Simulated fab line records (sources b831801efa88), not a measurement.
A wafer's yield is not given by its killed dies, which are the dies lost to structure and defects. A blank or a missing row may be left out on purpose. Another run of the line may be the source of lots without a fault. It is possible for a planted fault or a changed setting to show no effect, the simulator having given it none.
Which tool was responsible?	flow gf180mcu	39 wafers from 13 lots sampled at 5 of the route's 602 steps

== WHAT THE GAUGES SHOWED, per wafer ==
GF_HV_LDD_TW_MEAS_11. Usual: HV_LDD_TW gives 2430 (standard deviation 29).
lot	measured	on	HV_LDD_TW	flag
L517	day 10 08:25	film-metro-04	2431 2432 2436	
L519	day 10 22:25	film-metro-04	2423 2431 2428	
L520	day 11 00:25	film-metro-03	2436 2440 2448	
L524	day 12 11:37	film-metro-01	2388 2390 2393	
L525	day 12 17:25	film-metro-01	2393 2388 2393	
L526	day 13 00:26	film-metro-04	2447 2432 2447	
L529	day 14 08:05	film-metro-03	2437 2443 2429	
L530	day 14 18:11	film-metro-03	2450 2466 2458	
L532	day 15 02:50	film-metro-04	2446 2444 2439	
L533	day 15 06:46	film-metro-03	2446 2450 2446	
L534	day 15 19:10	film-metro-01	2371 2370 2378	
L537	day 16 11:49	film-metro-01	2394 2383 2389	
L539	day 17 01:35	film-metro-04	2436 2429 2430	

GF_HV_LDD_TW_MEAS_23. Usual: HV_LDD_2_TW gives 1062 (standard deviation 16).
lot	measured	on	HV_LDD_2_TW	flag
L517	day 11 02:13	film-metro-03	1072 1071 1069	
L519	day 11 17:16	film-metro-03	1069 1074 1074	
L520	day 11 18:52	film-metro-03	1071 1065 1071	
L524	day 13 06:59	film-metro-01	1041 1046 1044	
L525	day 13 12:58	film-metro-01	1043 1047 1047	
L526	day 13 20:23	film-metro-04	1069 1068 1069	
L529	day 15 05:52	film-metro-01	957 954 951	OFF
L530	day 15 16:02	film-metro-01	965 962 962	OFF
L532	day 16 01:02	film-metro-03	1074 1073 1078	
L533	day 16 05:25	film-metro-03	1077 1070 1078	
L534	day 16 18:19	film-metro-04	1072 1072 1075	
L537	day 17 10:31	film-metro-01	1035 1035 1033	
L539	day 18 00:42	film-metro-01	1039 1033 1038	

== EACH LOT AND THE TOOL THAT RAN IT (in order: tool; ch and the chambers of the sampled wafers; start) ==
lot	GF_DNWELL_STRIP_08	GF_POLY_GATE_STRIP_14	GF_HV_LDD_IMPLANT_21
L517	plasma-asher-02 ch 0,1, day 3 00:26	plasma-asher-03 ch 0,1, day 9 12:11	implanter-03 ch 0, day 11 01:58
L519	plasma-asher-04 ch 0,1, day 3 12:10	plasma-asher-02 ch 0, day 10 02:37	implanter-03 ch 0, day 11 17:01
L520	plasma-asher-03 ch 0,1, day 3 14:46	plasma-asher-03 ch 0,1, day 10 04:29	implanter-01 ch 0, day 11 18:38
L524	plasma-asher-02 ch 0,1, day 4 13:23	plasma-asher-02 ch 1, day 11 13:22	implanter-03 ch 0, day 13 06:44
L525	plasma-asher-03 ch 0, day 4 19:52	plasma-asher-02 ch 0,1, day 11 19:40	implanter-02 ch 0, day 13 12:44
L526	plasma-asher-04 ch 0,1, day 4 22:11	plasma-asher-01 ch 0,1, day 12 01:52	implanter-02 ch 0, day 13 20:10
L529	plasma-asher-04 ch 0,1, day 5 20:45	plasma-asher-01 ch 0,1, day 13 07:32	implanter-02 ch 0, day 15 05:38
L530	plasma-asher-02 ch 1, day 6 04:54	plasma-asher-03 ch 0,1, day 13 18:44	implanter-02 ch 0, day 15 15:48
L532	plasma-asher-02 ch 0,1, day 6 11:35	plasma-asher-01 ch 0,1, day 14 03:32	implanter-03 ch 0, day 16 00:47
L533	plasma-asher-03 ch 0,1, day 6 13:24	plasma-asher-01 ch 0,1, day 14 07:17	implanter-01 ch 0, day 16 05:11
L534	plasma-asher-02 ch 1, day 6 23:12	plasma-asher-03 ch 0,1, day 14 18:44	implanter-03 ch 0, day 16 18:05
L537	plasma-asher-03 ch 0,1, day 7 09:06	plasma-asher-03 ch 0,1, day 15 10:08	implanter-01 ch 0, day 17 10:17
L539	plasma-asher-03 ch 0,1, day 7 20:57	plasma-asher-01 ch 0,1, day 16 01:52	implanter-01 ch 0, day 18 00:27
- GF_DNWELL_STRIP_08: strips in O2/N2.
- GF_POLY_GATE_STRIP_14: strips in O2/N2.
- GF_HV_LDD_IMPLANT_21

== WHAT THE TOOLS THEMSELVES READ (means of the sampled wafers that have a number; where no wafer has one, the mark that the record gives instead) ==
GF_DNWELL_STRIP_08. Usual: drypump-motor-current-A 5.7 A, standard deviation 0.43; heater-power-w 321 W, standard deviation 26; n2-flow-sccm 300.1 sccm, standard deviation 0.93; oes-product-au 0.737 a.u., standard deviation 0.0048; strip-time-to-endpoint-s 35.88 s, standard deviation 0.085.
lot	tool	drypump-motor-current-A (A)	heater-power-w (W)	n2-flow-sccm (sccm)	oes-product-au (a.u.)	strip-time-to-endpoint-s (s)	flag
L517	plasma-asher-02	5.7	294	299.5	0.736	35.74	
L519	plasma-asher-04	6.3	307	300.9	0.739	35.97	
L520	plasma-asher-03	5.7	343	300.1	0.740	35.91	
L524	plasma-asher-02	5.8	303	300.4	0.736	35.83	
L525	plasma-asher-03	5.1	360	300.9	0.740	35.86	
L526	plasma-asher-04	5.9	308	300.2	0.737	35.78	
L529	plasma-asher-04	6.3	308	299.9	0.732	35.92	
L530	plasma-asher-02	5.6	289	300.0	0.738	35.98	
L532	plasma-asher-02	5.8	288	299.1	0.738	35.84	
L533	plasma-asher-03	5.4	350	299.4	0.734	35.92	
L534	plasma-asher-02	5.7	289	300.3	0.742	35.90	
L537	plasma-asher-03	5.4	355	300.6	0.732	35.68	
L539	plasma-asher-03	5.7	339	300.8	0.744	35.93	

GF_POLY_GATE_STRIP_14. Usual: drypump-motor-current-A 5.6 A, standard deviation 0.33; heater-power-w 327 W, standard deviation 27; n2-flow-sccm 300.1 sccm, standard deviation 0.96; oes-product-au 0.503 a.u., standard deviation 0.0045.
lot	tool	drypump-motor-current-A (A)	heater-power-w (W)	n2-flow-sccm (sccm)	oes-product-au (a.u.)	flag
L517	plasma-asher-03	5.7	334	299.9	0.507	
L519	plasma-asher-02	5.9	299	299.4	0.498	
L520	plasma-asher-03	5.7	336	299.6	0.508	
L524	plasma-asher-02	5.7	283	300.2	0.509	
L525	plasma-asher-02	5.8	289	300.2	0.504	
L526	plasma-asher-01	5.4	344	300.4	0.500	
L529	plasma-asher-01	5.6	339	300.3	0.506	
L530	plasma-asher-03	5.4	343	299.4	0.508	
L532	plasma-asher-01	5.6	345	300.7	0.502	
L533	plasma-asher-01	5.6	346	300.6	0.502	
L534	plasma-asher-03	5.7	340	299.7	0.505	
L537	plasma-asher-03	5.4	351	300.3	0.501	
L539	plasma-asher-01	5.4	346	301.2	0.504	

GF_HV_LDD_IMPLANT_21. Usual: dose-ions-cm2 5e+13, standard deviation 5.4e+10; faraday-current-uA 281, standard deviation 5.4; tilt-deg 7.000 degrees, standard deviation 0.018.
lot	tool	dose-ions-cm2	faraday-current-uA	tilt-deg (degrees)	flag
L517	implanter-03	5e+13	281	6.977	
L519	implanter-03	5e+13	281	7.004	
L520	implanter-01	5e+13	282	7.006	
L524	implanter-03	5e+13	279	7.000	
L525	implanter-02	5e+13	285	6.976	
L526	implanter-02	5e+13	284	6.992	
L529	implanter-02	4e+13	216	7.014	OFF
L530	implanter-02	4e+13	215	6.991	OFF
L532	implanter-03	5e+13	280	7.004	
L533	implanter-01	5e+13	279	6.996	
L534	implanter-03	5e+13	281	7.021	
L537	implanter-01	5e+13	284	7.021	
L539	implanter-01	5e+13	274	7.009	

== THE ANSWER, worked out from the rows above alone ==
Rule: a lot is off if the mean of its wafers that have a number lies more than 3 standard deviations from the usual mean. A lot without any number at a reading at which 4 lots or more have one is off too. Any other lot the step has rows for is counted as sound. Order of review: gauges by route order, followed by the tools' own readings, for which a lot's mean as printed above is used. At the first step where some lot is off, the reading lying furthest off is the one used; lots without a number count as furthest.
Off: at GF_HV_LDD_TW_MEAS_23 (HV_LDD_2_TW), L529, L530.
If a tool, at a process step before that reading, ran all the lots that are off and no sound lot after the first of them, it fits. The gauges at GF_HV_LDD_TW_MEAS_23 aren't tried: what is off there is off at GF_HV_LDD_IMPLANT_21 too, on other tools, and a gauge's error can't cause that. One candidate fits, namely implanter-02 at GF_HV_LDD_IMPLANT_21. A fault onset in the window from L526 (day 13 20:10, its last sound lot) to L529 (day 15 05:38, its first lot off) fits.
The tool's own readings at GF_HV_LDD_IMPLANT_21 bear it out: on the lots that are off they differ by more than 5 times the standard deviation of the sound lots' means. dose-ions-cm2 reads 4e+13 there against 5e+13 on the sound lots; faraday-current-uA reads 216 there against 281 on the sound lots.

== WHAT THE SIMULATOR PUT IN ==
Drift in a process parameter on implanter-02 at GF_HV_LDD_IMPLANT_21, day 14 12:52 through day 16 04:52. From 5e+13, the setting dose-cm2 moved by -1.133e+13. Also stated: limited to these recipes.
Struck lots among those shown: L529, L530. The rule given above showed the same thing.
